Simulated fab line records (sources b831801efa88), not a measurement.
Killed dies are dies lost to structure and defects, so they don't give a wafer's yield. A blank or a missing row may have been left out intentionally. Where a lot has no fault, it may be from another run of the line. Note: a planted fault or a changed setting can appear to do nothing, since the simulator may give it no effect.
Comparing a struck lot with a sound one	flow sky130	44 out of 708 route steps
Sound: these wafers, L328.1, L328.2, L328.3. The struck wafers were L336.1, L336.2, L336.3. The cause is named last.
For every step that has rows: the tool of each side, followed by ch and its chambers, followed by its first start. Under that, the readings that differ: sound wafers	struck wafers	difference of the means	sigmas: that difference in standard deviations of wafers without a fault.
alike: a reading whose means differ by less than 2 such deviations, as well as words and numbers matching on both sides. not compared: withheld readings; readings where some wafer has no value; bounds like >300 that might hide an equal value; numbers whose values overlap and for which the record gives no deviation.
The two part at a step that has a row with sigmas, a row that says differs or no value, or rows on one side only. Numbers that have no deviation but don't overlap get no sigmas and don't part them. Lack of a reading on every wafer of one side parts them only where that side has two or more wafers.

first, 5 steps without rows for these wafers: SKY_FIELD_ISO_WET_ETCH_18 (etches Si3N4 in H3PO4, target depth 25 nm, time 286 s); SKY_FIELD_ISO_CLEAN_19 (cleans in SC1/SC2, time 150 s); SKY_FIELD_ISO_CLEAN_20 (cleans in dHF, time 20 s); SKY_FIELD_ISO_WET_ETCH_21 (etches SiO2 in dHF, target depth 20 nm, time 400 s); SKY_FIELD_ISO_OXIDATION_22 (stabilise 600 s, purge 300 s, target thk 10 nm).
SKY_FIELD_ISO_THK_MEAS_23:
  sound on film-metro-03 at day 4 01:19; struck on film-metro-01 at day 5 22:13
  alike: FIELD_ISO_OXIDATION_01_THK
then, 1 step without rows for these wafers: SKY_FIELD_ISO_CVD_24 (deposits SiO2, target thk 595 nm, time 99.2 s).
SKY_FIELD_ISO_THK_MEAS_25:
  sound on film-metro-04 at day 4 01:27; struck on film-metro-04 at day 5 22:21
reading	sound	struck	difference	sigmas
FIELD_ISO_CVD_24_THK (nm)	601 594 601	588 583 584	-14	-2
then, 1 step without rows for these wafers: SKY_FIELD_ISO_ANNEAL_26 (time 1800 s).
SKY_FIELD_ISO_CMP_27: polishes, stops on Si3N4, t overpolish 16 s, target thk 457.8 nm.
  sound on cmp-02 ch 0,2,3, day 4 03:52; struck on cmp-02 ch 1,2,3, day 6 00:35
  alike: motor-current-A, overpolish-run-s, time-to-endpoint-s
then, 2 steps without rows for these wafers: SKY_FIELD_ISO_WET_ETCH_28 (etches SiO2 in dHF, target depth 23.7 nm, time 47 s); SKY_FIELD_ISO_WET_ETCH_29 (etches Si3N4 in H3PO4, target depth 160 nm, time 1825 s).
SKY_FIELD_ISO_WET_ETCH_30: etches SiO2 in dHF, target depth 25 nm, time 50 s.
  sound on wet-bench-03 ch 0, day 4 04:40; struck on wet-bench-02 ch 2, day 6 01:26
reading	sound	struck	difference	sigmas
run-length-s (s)	77 77 77	60 60 60	-17	-5
model.SiO2_of_FIELD_ISO_CVD_24.thk-nm (nm)	407 403.2 404.7	415.4 418.2 415.5	+11.4	
then, 2 steps without rows for these wafers: SKY_NWELL_CLEAN_00 (cleans in SC1/SC2, time 150 s); SKY_NWELL_OXIDATION_01 (stabilise 600 s, purge 300 s, target thk 10 nm).
SKY_NWELL_THK_MEAS_02:
  sound on film-metro-02 at day 4 06:42; struck on film-metro-02 at day 6 04:44
  alike: NWELL_OXIDATION_THK
then, 8 steps without rows for these wafers: SKY_DNWELL_DEHYDRATE_00 (time 60 s); SKY_DNWELL_HMDS_01 (prime time 60 s); SKY_DNWELL_COAT_02 (resist thk 3000 nm); SKY_DNWELL_SOFTBAKE_03; SKY_DNWELL_EXPOSE_04 (exposes mask DNM, target cd 3000 nm); SKY_DNWELL_PEB_05; SKY_DNWELL_DEVELOP_06 (develop time 60 s); SKY_DNWELL_IMPLANT_07.
SKY_DNWELL_STRIP_08: strips in O2/N2.
  sound on plasma-asher-04 ch 0,1, day 4 23:10; struck on plasma-asher-02 ch 0,1, day 6 23:23
reading	sound	struck	difference	sigmas
oes-product-au (a.u.)	0.730 0.728 0.727	0.715 0.717 0.716	-0.012	-3
  alike: drypump-motor-current-A, n2-flow-sccm, strip-time-to-endpoint-s
  not compared: rf-hours-counter-h
SKY_DNWELL_TW_MEAS_09:
  sound on film-metro-02 at day 4 23:16; struck on film-metro-01 at day 6 23:29
  alike: DNWELL_TW
then, 7 steps without rows for these wafers: SKY_PWDE_DEHYDRATE_00 (time 60 s); SKY_PWDE_HMDS_01 (prime time 60 s); SKY_PWDE_COAT_02 (resist thk 3000 nm); SKY_PWDE_SOFTBAKE_03; SKY_PWDE_EXPOSE_04 (exposes mask PWDEM, target cd 840 nm); SKY_PWDE_PEB_05; SKY_PWDE_DEVELOP_06 (develop time 60 s).
SKY_PWDE_OVL_MEAS_07:
  sound on overlay-02 at day 5 17:37; struck on overlay-01 at day 7 19:40
  alike: PWDE_OVL
then, 1 step without rows for these wafers: SKY_PWDE_IMPLANT_08.
SKY_PWDE_STRIP_09: strips in O2/N2.
  sound on plasma-asher-02 ch 0,1, day 5 17:49; struck on plasma-asher-01 ch 0,1, day 7 19:50
  alike: drypump-motor-current-A, n2-flow-sccm, oes-product-au, strip-time-to-endpoint-s
  not compared: rf-hours-counter-h
SKY_PWDE_TW_MEAS_10:
  sound on film-metro-04 at day 5 17:55; struck on film-metro-04 at day 7 19:56
  alike: PWDE_TW
then, 5 steps without rows for these wafers: SKY_NWELL_DEHYDRATE_03 (time 60 s); SKY_NWELL_HMDS_04 (prime time 60 s); SKY_NWELL_COAT_05 (resist thk 3000 nm); SKY_NWELL_SOFTBAKE_06; SKY_NWELL_EXPOSE_07 (exposes mask NWM, target cd 840 nm).
-- the record jumps here: 25 days lie between the struck wafers' starts before and after (it left off in module NWELL and takes up again in module SALICIDE, whose first step shown is number 361 of the route) --
SKY_SALICIDE_CLEAN_00: cleans in HF-last, time 30 s.
  sound on wet-bench-03 ch 0, day 30 14:25; struck on wet-bench-03 ch 1, day 33 04:37
reading	sound	struck	difference	sigmas
model.SiO2_of_FIELD_ISO_CVD_24.thk-nm (nm)	360.6 356.8 358.2	369.4 372.1 369.5	+11.8	
-- the record jumps here: 17 days lie between the struck wafers' starts before and after (it left off in module SALICIDE and takes up again in module PAD_OPEN, whose first step shown is number 708 of the route) --
SKY_PAD_OPEN_PROBE_99:
  sound on prober-02 at day 47 15:27; struck on prober-01 at day 49 20:29
reading	sound	struck	difference	sigmas
model.etest.res_p_drift_20v.line-ohm-um	1.074e+04 1.035e+04 1.022e+04	1.197e+04 1.324e+04 1.202e+04	+1.973e+03	
model.etest.res_p_drift_20v.rs-ohm-sq	9138 8673 8612	9987 1.114e+04 1.007e+04	+1591	
model.etest.pfet_16v.r-on-ohm-um	1.539e+04 1.501e+04 1.507e+04	1.553e+04 1.618e+04 1.561e+04	+6.167e+02	
model.etest.field-p.vt-v (V)	-43.05 -40.84 -40.63	-43.4 -45.88 -43.65	-2.8	
  alike: killed_at_M0_to_M3, killed_at_M4_up, killed-at-contacts, killed-at-front-end, killed-at-other, killed-dies, killed-open, killed-short
  not compared: model.etest.res-iso-pwell.rs-ohm-sq, model.etest.res-iso-pwell.line-ohm-um, model.etest.cap-li-to-poly.c-af-um2, model.etest.cap-poly-to-well.c-af-um2

== WHERE THEY PART ==
At SKY_FIELD_ISO_THK_MEAS_25 first; at SKY_DNWELL_STRIP_08 last (within this record only). Later steps at which nothing parts them and some readings are alike: SKY_DNWELL_TW_MEAS_09, SKY_PWDE_OVL_MEAS_07, SKY_PWDE_STRIP_09, SKY_PWDE_TW_MEAS_10, SKY_PAD_OPEN_PROBE_99.

WHY: the cause the simulator had injected
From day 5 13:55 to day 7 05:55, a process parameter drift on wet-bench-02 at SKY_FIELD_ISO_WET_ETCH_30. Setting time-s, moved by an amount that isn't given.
